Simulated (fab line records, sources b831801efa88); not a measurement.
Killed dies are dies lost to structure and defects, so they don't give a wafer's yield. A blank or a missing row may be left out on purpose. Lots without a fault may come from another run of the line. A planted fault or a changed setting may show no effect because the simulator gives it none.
Chamber matching | flow sky130 | SKY_VIA3_ETCH_15 on rie_diel-03: 4 sister chambers
The step etches SiO2 in C4F8/O2/Ar, stops on TiN, target depth 507 nm, time 78 s. 8 wafers are shown with their chamber, then 7 later ones without.

WAFERS WITH THEIR CHAMBER
wafer  | chamber | oes_product_au (a.u.)
L102.3 | 3       | 0.947
L104.2 | 3       | 0.945
L104.5 | 0       | 0.945
L107.1 | 1       | 0.954
L107.4 | 0       | 0.943
L107.6 | 2       | 0.942
L108.3 | 2       | 0.946
L108.5 | 1       | 0.946

WAFERS WITHOUT THEIR CHAMBER
wafer  | oes_product_au (a.u.)
L108.6 | 0.945
L112.3 | 0.946
L112.4 | 0.953
L112.6 | 0.938
L118.2 | 0.948
L118.5 | 0.953
L118.6 | 0.954

WHICH CHAMBER EACH WENT THROUGH
wafer  | from the rows above               | in truth
L108.6 | can't be placed: 0 or 2 or 3 or 1 | 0
L112.3 | can't be placed: 3 or 0 or 2 or 1 | 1
L112.4 | can't be placed: 1 or 3 or 0 or 2 | 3
L112.6 | can't be placed: 0 or 2 or 3 or 1 | 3
L118.2 | can't be placed: 1 or 3 or 0 or 2 | 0
L118.5 | can't be placed: 1 or 3 or 0 or 2 | 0
L118.6 | can't be placed: 1 or 3 or 0 or 2 | 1
Placed correctly: 0 of 7. Can't be placed from these rows: 7 (the true chamber is among the candidates in 7). Placed wrongly: 0.
How it was worked out, from the rows above alone: a wafer's distance from a chamber is the root of the sum, over the readings, of the square of ((its reading less the chamber's mean) divided by the reading's scatter). The wafer belongs to the nearest chamber; if the next one is less than 2 further off, it can't be placed. A chamber's mean is the mean of its shown wafers. The scatter: the root of (the sum of the squares of (reading less its chamber's mean) over the shown wafers, divided by (wafers less chambers)).
